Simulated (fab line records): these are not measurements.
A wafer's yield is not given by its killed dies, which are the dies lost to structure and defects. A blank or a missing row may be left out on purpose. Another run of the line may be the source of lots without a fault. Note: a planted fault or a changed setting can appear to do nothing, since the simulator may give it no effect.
fab line records	flow gf180mcu
[record] lots = 6	wafers = 18	lastDay = 34
route steps=602 shown NWELL@50 LVPWELL@54 MVSD@66 MVPSD@78 VT_IMPLANT@90
lots that met no fault: from a run of the same line without faults
startH: hours from the record's first day to the start of the lot's first wafer shown	waitH: time in hours since the lot's previous step	" repeats the value in the row above	L1.1+2: several wafers, shown together as one row	- no value present, or no start provided	* or withheld: withheld	< > ~ a bound
route shown NAME@n: names a module that has steps shown in the file, with the first one's number in the route	usual: average and standard deviation across the fault-free wafers	same: alike in all rows	chamber/n: place in a boat	sites: per-site readings	_std_site: their standard deviation	_edge_site: outer sites' mean less inner sites'	radiusMm: how far each site lies from the wafer's centre	mask NAME#n: copy n	behind: tool/chamber where the wafer was last shaped	hold: the reason the lot was held/the length of the hold in hours/how it ended	device: which transistor (n, p or np) failed to switch	end of line: at the end of the route, the tests of the same wafers	a step given without rows: its recipe and nothing more	killed: count of dies lost to structure and defects at first sort (not the wafer's yield)	map: a wafer's dies, x killed, . not, _ none there
set.NAME: the setting that was run; set.NAME@STEP: the one run at that earlier step	model.NAME: the simulator's own value behind a step, which no gauge read
certain route steps with their lots: each step a table, each wafer a row
services: the hour from which a tool's chamber was out of use, counted from the record's first day as startH (under 0 if before that day), plus the number of hours and why
[[steps]]
[step GF_NWELL_IMPLANT_08]
[recipe] species = P	energyKev = 450	doseCm2 = 1.5e+13	tiltDeg = 0
[step GF_NWELL_IMPLANT_09]
[recipe] species = P	energyKev = 160	doseCm2 = 4e+12	tiltDeg = 0
[step GF_NWELL_STRIP_10]
[recipe] chemistry = O2/N2	powerW = 1400	pressureMtorr = 1500	platenTempC = 250	o2FlowSccm = 3000	n2FlowSccm = 300	overashFraction = 0.5
[usual] drypumpMotorCurrentA = 6.0/0.36	heaterPowerW = 339/18	oesProductAu = 0.722/0.0045	stripTimeToEndpointS = 36.98/0.11
lot.wafer	tool	chamber	startH	waitH	drypumpMotorCurrentA	heaterPowerW	oesProductAu	rfHoursCounterH	stripTimeToEndpointS
L795.2	plasmaAsher-03	1	83.42	0.1	6.6	334	0.717	28	37.02
L795.4	"	1	"	"	6.5	332	0.723	-	37.15
L795.6	"	0	"	"	5.8	332	0.729	-	37.02
L798.1	plasmaAsher-01	1	95.87	0.1	6.0	345	0.720	46	36.98
L798.3	"	1	"	"	6.0	341	0.723	-	36.88
L798.5	"	1	"	"	6.0	348	0.727	-	37.02
L800.1	plasmaAsher-02	1	108.47	0.1	5.4	372	0.725	47	37.07
L800.2	"	0	"	"	6.1	327	0.722	47	36.90
L800.6	"	1	"	"	5.4	387	0.717	-	36.97
L802.3	plasmaAsher-03	0	116.75	0.1	5.8	330	0.720	-	36.70
L802.4	"	1	"	"	6.6	331	0.718	-	36.84
L802.6	"	0	"	"	5.7	335	0.717	-	36.90
L811.4	plasmaAsher-01	1	164.61	0.1	6.0	353	0.732	-	37.02
L811.5	"	1	"	"	6.0	344	0.728	-	37.15
L811.6	"	0	"	"	6.0	324	0.724	-	36.97
L812.3	plasmaAsher-02	1	170.31	0.1	5.4	373	0.727	-	36.94
L812.4	"	0	"	"	6.1	313	0.726	-	36.91
L812.5	"	1	"	"	5.4	366	0.727	-	36.94
[step GF_NWELL_TW_MEAS_11]
[usual] NWELL_TW = 1579/13
lot.wafer	tool	chamber	startH	waitH	NWELL_TW
L795.2	filmMetro-02	-	83.53	0.1	1561
L795.4	"	-	"	"	1562
L795.6	"	-	"	"	1559
L798.1	filmMetro-02	-	95.97	0.1	1565
L798.3	"	-	"	"	1569
L798.5	"	-	"	"	1574
L800.1	filmMetro-01	-	108.57	0.1	1582
L800.2	"	-	"	"	1584
L800.6	"	-	"	"	1589
L802.3	filmMetro-04	-	116.84	0.1	1595
L802.4	"	-	"	"	1600
L802.6	"	-	"	"	1602
L811.4	filmMetro-04	-	164.70	0.1	1597
L811.5	"	-	"	"	1598
L811.6	"	-	"	"	1592
L812.3	filmMetro-02	-	170.40	0.1	1561
L812.4	"	-	"	"	1559
L812.5	"	-	"	"	1557
[step GF_LVPWELL_DEHYDRATE_00]
[recipe] tempC = 200	timeS = 60
[step GF_LVPWELL_HMDS_01]
[recipe] primeTimeS = 60	primeTempC = 120
[step GF_LVPWELL_COAT_02]
[recipe] spinRpm = 2000	resistThkNm = 3000
[step GF_LVPWELL_SOFTBAKE_03]
[recipe] tempC = 110	timeS = withheld
[step GF_LVPWELL_EXPOSE_04]
[recipe] maskId = LVPWELL	targetCdNm = 600	na = 0.6	sourceShape = conventional	sigmaOuter = 0.6	doseMj = 260
[step GF_LVPWELL_PEB_05]
[recipe] tempC = 115	timeS = withheld
[step GF_LVPWELL_DEVELOP_06]
[recipe] wallAngleDeg = 90	developTimeS = 60	devTempC = 23
[step GF_LVPWELL_OVL_MEAS_07]
[usual] LVPWELL_OVL = -0.7/1.4
lot.wafer	tool	chamber	startH	waitH	LVPWELL_OVL[nm]
L795.2	overlay-02	-	97.19	-	-0.6
L795.4	"	-	"	"	0.2
L795.6	"	-	"	"	-1.2
L798.1	overlay-02	-	109.79	-	-0.1
L798.3	"	-	"	"	0.2
L798.5	"	-	"	"	2.1
L800.1	overlay-02	-	122.53	-	-0.2
L800.2	"	-	"	"	0.1
L800.6	"	-	"	"	-2.0
L802.3	overlay-02	-	130.96	-	-2.0
L802.4	"	-	"	"	-1.8
L802.6	"	-	"	"	-0.9
L811.4	overlay-01	-	181.41	-	-1.3
L811.5	"	-	"	"	-1.4
L811.6	"	-	"	"	-0.8
L812.3	overlay-02	-	186.21	-	-0.8
L812.4	"	-	"	"	1.1
L812.5	"	-	"	"	-0.5
[step GF_LVPWELL_IMPLANT_08]
[recipe] species = B	energyKev = 170	doseCm2 = 1.5e+13	tiltDeg = 0
[usual] implantIonAmu = 11/0	tiltDeg = -0.001/0.019
lot.wafer	tool	chamber	startH	waitH	implantIonAmu	tiltDeg	model.implant.rpNm	model.implant.drpNm
L795.2	implanter-02	0	97.25	0.0	11	-0.013	511.5	102.4
L795.4	"	0	"	"	11	0.022	511.5	102.4
L795.6	"	0	"	"	11	0.005	511.5	102.4
L798.1	implanter-01	0	109.83	0.0	11	0.009	487.5	102.4
L798.3	"	0	"	"	11	-0.035	487.5	102.4
L798.5	"	0	"	"	11	-0.003	487.5	102.4
L800.1	implanter-01	0	122.56	0.0	11	-0.013	472.5	102.4
L800.2	"	0	"	"	11	-0.010	472.5	102.4
L800.6	"	0	"	"	11	0.002	472.5	102.4
L802.3	implanter-01	0	131.03	0.1	11	-0.012	484.3	102.4
L802.4	"	0	"	"	11	0.009	484.3	102.4
L802.6	"	0	"	"	11	-0.012	484.3	102.4
L811.4	implanter-02	0	181.50	0.1	31	0.001	220.5	68.9
L811.5	"	0	"	"	31	0.040	220.5	68.9
L811.6	"	0	"	"	31	0.030	220.5	68.9
L812.3	implanter-01	0	186.28	0.1	31	-0.004	215	68.9
L812.4	"	0	"	"	31	-0.001	215	68.9
L812.5	"	0	"	"	31	0.000	215	68.9
[step GF_LVPWELL_IMPLANT_09]
[recipe] species = B	energyKev = 60	doseCm2 = 5e+12	tiltDeg = 0
[step GF_LVPWELL_STRIP_10]
[recipe] chemistry = O2/N2	powerW = 1400	pressureMtorr = 1500	platenTempC = 250	o2FlowSccm = 3000	n2FlowSccm = 300	overashFraction = 0.5
[usual] drypumpMotorCurrentA = 5.8/0.34	heaterPowerW = 342/21	oesProductAu = 0.722/0.0042	stripTimeToEndpointS = 37.00/0.11
lot.wafer	tool	chamber	startH	waitH	drypumpMotorCurrentA	heaterPowerW	oesProductAu	rfHoursCounterH	stripTimeToEndpointS
L795.2	plasmaAsher-04	1	97.52	0.1	5.3	320	0.718	42	37.03
L795.4	"	1	"	"	5.3	328	0.724	-	36.99
L795.6	"	0	"	"	6.1	351	0.718	-	36.89
L798.1	plasmaAsher-02	0	110.13	0.1	6.0	325	0.720	47	36.95
L798.3	"	0	"	"	6.1	328	0.724	-	36.95
L798.5	"	1	"	"	5.4	378	0.722	-	36.86
L800.1	plasmaAsher-04	0	122.86	0.1	6.1	360	0.721	0	37.15
L800.2	"	1	"	"	5.3	333	0.723	0	37.05
L800.6	"	1	"	"	5.3	325	0.722	-	36.99
L802.3	plasmaAsher-01	0	131.31	0.1	6.0	325	0.730	-	37.04
L802.4	"	1	"	"	6.0	351	0.719	-	36.91
L802.6	"	1	"	"	6.0	346	0.728	-	37.05
L811.4	plasmaAsher-02	1	181.76	0.1	5.4	377	0.727	-	36.76
L811.5	"	0	"	"	6.1	319	0.725	-	36.90
L811.6	"	1	"	"	5.4	371	0.726	-	36.92
L812.3	plasmaAsher-04	1	186.56	0.1	5.3	328	0.718	-	36.89
L812.4	"	0	"	"	6.1	364	0.727	-	37.01
L812.5	"	1	"	"	5.3	321	0.726	-	36.98
[step GF_LVPWELL_TW_MEAS_11]
[usual] LVPWELL_TW = 562/4.4
lot.wafer	tool	chamber	startH	waitH	LVPWELL_TW
L795.2	filmMetro-02	-	97.63	0.1	561
L795.4	"	-	"	"	559
L795.6	"	-	"	"	559
L798.1	filmMetro-01	-	110.23	0.1	562
L798.3	"	-	"	"	561
L798.5	"	-	"	"	561
L800.1	filmMetro-04	-	122.96	0.1	569
L800.2	"	-	"	"	570
L800.6	"	-	"	"	564
L802.3	filmMetro-04	-	131.40	0.1	566
L802.4	"	-	"	"	564
L802.6	"	-	"	"	567
L811.4	filmMetro-02	-	181.86	0.1	1288
L811.5	"	-	"	"	1293
L811.6	"	-	"	"	1293
L812.3	filmMetro-02	-	186.65	0.1	1293
L812.4	"	-	"	"	1293
L812.5	"	-	"	"	1297
[step GF_MVSD_DEHYDRATE_00]
[recipe] tempC = 200	timeS = 60
[step GF_MVSD_HMDS_01]
[recipe] primeTimeS = 60	primeTempC = 120
[step GF_MVSD_COAT_02]
[recipe] spinRpm = 2000	resistThkNm = 3000
[step GF_MVSD_SOFTBAKE_03]
[recipe] tempC = 110	timeS = withheld
[step GF_MVSD_EXPOSE_04]
[recipe] maskId = MVSD	targetCdNm = 1000	na = 0.6	sourceShape = conventional	sigmaOuter = 0.6	doseMj = 260
[step GF_MVSD_PEB_05]
[recipe] tempC = 115	timeS = withheld
[step GF_MVSD_DEVELOP_06]
[recipe] wallAngleDeg = 90	developTimeS = 60	devTempC = 23
[step GF_MVSD_OVL_MEAS_07]
[usual] MVSD_OVL = 0.1/1.3
lot.wafer	tool	chamber	startH	waitH	MVSD_OVL[nm]
L795.2	overlay-02	-	111.48	-	-0.1
L795.4	"	-	"	"	1.2
L795.6	"	-	"	"	0.9
L798.1	overlay-01	-	124.33	-	1.1
L798.3	"	-	"	"	-0.2
L798.5	"	-	"	"	1.7
L800.1	overlay-02	-	137.64	-	-0.2
L800.2	"	-	"	"	0.2
L800.6	"	-	"	"	0.8
L802.3	overlay-01	-	147.14	-	1.6
L802.4	"	-	"	"	0.8
L802.6	"	-	"	"	0.1
L811.4	overlay-01	-	199.30	-	-0.2
L811.5	"	-	"	"	0.9
L811.6	"	-	"	"	1.6
L812.3	overlay-02	-	204.25	-	0.0
L812.4	"	-	"	"	1.6
L812.5	"	-	"	"	-0.9
[step GF_MVSD_IMPLANT_08]
[recipe] species = P	energyKev = 400	doseCm2 = 1.6e+13	tiltDeg = 0
[step GF_MVSD_IMPLANT_09]
[recipe] species = P	energyKev = 100	doseCm2 = 5e+12	tiltDeg = 0
[step GF_MVSD_STRIP_10]
[recipe] chemistry = O2/N2	powerW = 1400	pressureMtorr = 1500	platenTempC = 250	o2FlowSccm = 3000	n2FlowSccm = 300	overashFraction = 0.5
[usual] drypumpMotorCurrentA = 5.8/0.41	heaterPowerW = 343/21	oesProductAu = 0.723/0.0045	stripTimeToEndpointS = 36.98/0.094
lot.wafer	tool	chamber	startH	waitH	drypumpMotorCurrentA	heaterPowerW	oesProductAu	rfHoursCounterH	stripTimeToEndpointS
L795.2	plasmaAsher-03	0	111.92	0.1	5.8	329	0.721	31	36.98
L795.4	"	1	"	"	6.5	325	0.727	-	37.01
L795.6	"	0	"	"	5.7	330	0.722	-	37.06
L798.1	plasmaAsher-02	0	124.67	0.1	6.1	327	0.718	49	36.88
L798.3	"	0	"	"	6.1	331	0.723	-	36.90
L798.5	"	1	"	"	5.4	373	0.723	-	36.86
L800.1	plasmaAsher-02	1	137.97	0.1	5.4	367	0.730	50	36.91
L800.2	"	0	"	"	6.1	318	0.724	50	36.94
L800.6	"	1	"	"	5.4	374	0.718	-	36.95
L802.3	plasmaAsher-02	0	147.50	0.1	6.1	329	0.721	-	37.02
L802.4	"	1	"	"	5.4	371	0.726	-	36.99
L802.6	"	0	"	"	6.0	319	0.716	-	37.02
L811.4	plasmaAsher-02	0	199.65	0.1	6.1	325	0.724	-	36.96
L811.5	"	0	"	"	6.1	333	0.724	-	36.93
L811.6	"	1	"	"	5.4	369	0.723	-	36.90
L812.3	plasmaAsher-04	1	204.61	0.1	5.3	323	0.718	-	37.03
L812.4	"	0	"	"	6.1	357	0.720	-	37.06
L812.5	"	1	"	"	5.3	317	0.716	-	37.09
[step GF_MVSD_TW_MEAS_11]
[usual] MVSD_TW = 1588/13
lot.wafer	tool	chamber	startH	waitH	MVSD_TW
L795.2	filmMetro-04	-	112.03	0.1	1604
L795.4	"	-	"	"	1603
L795.6	"	-	"	"	1602
L798.1	filmMetro-01	-	124.77	0.1	1585
L798.3	"	-	"	"	1592
L798.5	"	-	"	"	1597
L800.1	filmMetro-01	-	138.07	0.1	1585
L800.2	"	-	"	"	1579
L800.6	"	-	"	"	1585
L802.3	filmMetro-01	-	147.59	0.1	1588
L802.4	"	-	"	"	1590
L802.6	"	-	"	"	1590
L811.4	filmMetro-02	-	199.75	0.1	1578
L811.5	"	-	"	"	1568
L811.6	"	-	"	"	1560
L812.3	filmMetro-01	-	204.69	0.1	1594
L812.4	"	-	"	"	1583
L812.5	"	-	"	"	1585
[step GF_MVPSD_DEHYDRATE_00]
[recipe] tempC = 199.3	timeS = 60
[step GF_MVPSD_HMDS_01]
[recipe] primeTimeS = 60	primeTempC = 120
[step GF_MVPSD_COAT_02]
[recipe] spinRpm = 2000	resistThkNm = 3000
[step GF_MVPSD_SOFTBAKE_03]
[recipe] tempC = 110	timeS = withheld
[step GF_MVPSD_EXPOSE_04]
[recipe] maskId = MVPSD	targetCdNm = 1000	na = 0.6	sourceShape = conventional	sigmaOuter = 0.6	doseMj = 260
[step GF_MVPSD_PEB_05]
[recipe] tempC = 115	timeS = withheld
[step GF_MVPSD_DEVELOP_06]
[recipe] wallAngleDeg = 90	developTimeS = 60	devTempC = 23
[step GF_MVPSD_OVL_MEAS_07]
[usual] MVPSD_OVL = 0.4/1.4
lot.wafer	tool	chamber	startH	waitH	MVPSD_OVL[nm]
L795.2	overlay-02	-	126.68	-	0.5
L795.4	"	-	"	"	-1.0
L795.6	"	-	"	"	-2.0
L798.1	overlay-01	-	139.49	-	1.8
L798.3	"	-	"	"	1.6
L798.5	"	-	"	"	0.9
L800.1	overlay-02	-	153.59	-	1.3
L800.2	"	-	"	"	0.1
L800.6	"	-	"	"	0.6
L802.3	overlay-01	-	163.49	-	1.9
L802.4	"	-	"	"	1.0
L802.6	"	-	"	"	-0.4
L811.4	overlay-01	-	217.60	-	1.1
L811.5	"	-	"	"	0.8
L811.6	"	-	"	"	-0.4
L812.3	overlay-02	-	222.89	-	0.5
L812.4	"	-	"	"	1.1
L812.5	"	-	"	"	2.2
[step GF_MVPSD_IMPLANT_08]
[recipe] species = B	energyKev = 170	doseCm2 = 1.5e+13	tiltDeg = 0
[step GF_MVPSD_IMPLANT_09]
[recipe] species = B	energyKev = 40	doseCm2 = 4.893e+12	tiltDeg = 0
[step GF_MVPSD_STRIP_10]
[recipe] chemistry = O2/N2	powerW = 1400	pressureMtorr = 1500	platenTempC = 250	o2FlowSccm = 3000	n2FlowSccm = 300	overashFraction = 0.5
[usual] drypumpMotorCurrentA = 6.0/0.34	heaterPowerW = 335/11	oesProductAu = 0.722/0.0045	stripTimeToEndpointS = 36.98/0.12
lot.wafer	tool	chamber	startH	waitH	drypumpMotorCurrentA	heaterPowerW	oesProductAu	rfHoursCounterH	stripTimeToEndpointS
L795.2	plasmaAsher-01	0	127.01	0.1	6.0	320	0.725	49	36.95
L795.4	"	0	"	"	6.0	324	0.719	-	37.02
L795.6	"	1	"	"	6.0	356	0.727	-	36.85
L798.1	plasmaAsher-01	0	139.83	0.1	6.0	315	0.722	51	37.00
L798.3	"	0	"	"	6.0	327	0.718	-	36.96
L798.5	"	0	"	"	6.0	326	0.721	-	37.08
L800.1	plasmaAsher-03	1	153.93	0.1	6.5	338	0.719	36	37.15
L800.2	"	0	"	"	5.7	337	0.718	36	37.08
L800.6	"	1	"	"	6.5	339	0.718	-	37.11
L802.3	plasmaAsher-03	0	163.84	0.1	5.8	333	0.720	-	36.86
L802.4	"	1	"	"	6.5	328	0.723	-	36.85
L802.6	"	0	"	"	5.8	335	0.714	-	36.89
L811.4	plasmaAsher-03	1	217.95	0.1	6.5	337	0.732	-	36.90
L811.5	"	0	"	"	5.8	329	0.724	-	36.80
L811.6	"	1	"	"	6.6	332	0.727	-	36.96
L812.3	plasmaAsher-04	0	223.24	0.1	6.1	364	0.726	-	36.95
L812.4	"	1	"	"	5.3	331	0.724	-	37.09
L812.5	"	1	"	"	5.3	322	0.727	-	36.95
[step GF_MVPSD_TW_MEAS_11]
[usual] MVPSD_TW = 555/4.3
lot.wafer	tool	chamber	startH	waitH	MVPSD_TW
L795.2	filmMetro-04	-	127.12	0.1	561
L795.4	"	-	"	"	561
L795.6	"	-	"	"	562
L798.1	filmMetro-02	-	139.93	0.1	551
L798.3	"	-	"	"	553
L798.5	"	-	"	"	550
L800.1	filmMetro-01	-	154.03	0.1	555
L800.2	"	-	"	"	555
L800.6	"	-	"	"	552
L802.3	filmMetro-02	-	163.93	0.1	551
L802.4	"	-	"	"	550
L802.6	"	-	"	"	552
L811.4	filmMetro-02	-	218.05	0.1	549
L811.5	"	-	"	"	550
L811.6	"	-	"	"	551
L812.3	filmMetro-01	-	223.33	0.1	550
L812.4	"	-	"	"	550
L812.5	"	-	"	"	550
[step GF_VT_IMPLANT_DEHYDRATE_00]
[recipe] tempC = 200	timeS = 60
[step GF_VT_IMPLANT_HMDS_01]
[recipe] primeTimeS = 60	primeTempC = 120
[step GF_VT_IMPLANT_RS_MEAS_48]
[recipe] thkMeasGauge = four-point-probe
[usual] LVPWELL_RS = 1195.8/2.6
lot.wafer	tool	chamber	startH	waitH	LVPWELL_RS[ohm/sq]
L795.2	filmMetro-02	-	191.74	0.1	1195.6
L795.4	"	-	"	"	1197.8
L795.6	"	-	"	"	1196.0
L798.1	filmMetro-02	-	208.57	0.1	1193.5
L798.3	"	-	"	"	1195.6
L798.5	"	-	"	"	1194.6
L800.1	filmMetro-02	-	223.72	0.1	1192.5
L800.2	"	-	"	"	1199.6
L800.6	"	-	"	"	1197.6
L802.3	filmMetro-02	-	234.61	0.1	1195.9
L802.4	"	-	"	"	1194.4
L802.6	"	-	"	"	1193.5
L811.4	filmMetro-02	-	295.24	0.1	-
L811.5	"	-	"	"	-
L811.6	"	-	"	"	-
L812.3	filmMetro-01	-	301.12	0.1	-
L812.4	"	-	"	"	-
L812.5	"	-	"	"	-
[[services]]
tool	chamber	startH	hours	kind
implanter-02	-	74.96	6.5	repair
plasmaAsher-03	-	79.27	0.8	repair
plasmaAsher-03	-	98.16	2.0	repair
plasmaAsher-04	-	108.75	9.0	pm
plasmaAsher-04	0	108.75	9.0	ventCycle
plasmaAsher-04	1	108.75	9.0	ventCycle
plasmaAsher-04	-	117.75	2.8	pm
plasmaAsher-04	0	117.75	-	clean
plasmaAsher-04	1	117.75	-	clean
plasmaAsher-03	-	121.61	2.8	pm
implanter-02	-	132.52	3.0	repair
implanter-01	-	154.14	3.2	pm
implanter-02	-	217.26	4.1	pm
[[key]]
[firstSign] step = GF_LVPWELL_IMPLANT_08	reading = implantIonAmu	direction = up	sigmas = 99+	usual = 11	struck = 31
[effect] step = GF_LVPWELL_TW_MEAS_11	reading = LVPWELL_TW	direction = up	sigmas = 99+	usual = 562	struck = 1293
[effect] step = GF_VT_IMPLANT_RS_MEAS_48	reading = LVPWELL_RS	direction = missing
[modelEffect] step = GF_LVPWELL_IMPLANT_08	value = implant.rpNm	without = 491	struck = 217.7
metAt GF_LVPWELL_IMPLANT_08
struckWafers L811.4,L811.5,L811.6,L812.3,L812.4,L812.5
sortLeftOut L811.4,L811.5,L811.6,L812.3,L812.4,L812.5
testerLeftOut L811,L812
onsetBetween 131.03 181.50
[fault] kind = wrongRecipeDownload	tool = implanter-01,implanter-02,implanter-04	chamber = -	onsetH = 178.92	steps = GF_LVPWELL_IMPLANT_08	wrongRecipe.notListed = 1
// testerLeftOut: of these lots the tester's yield and bins aren't shown, on N5 and GAA mostly nor the transistor test; their killed dies are dies lost to structure and defects alone, not to doping, threshold or leakage, so they don't give the yield
// sortLeftOut: the simulated sort isn't trusted on such a fault, so these wafers' sort isn't shown, and their yield isn't known
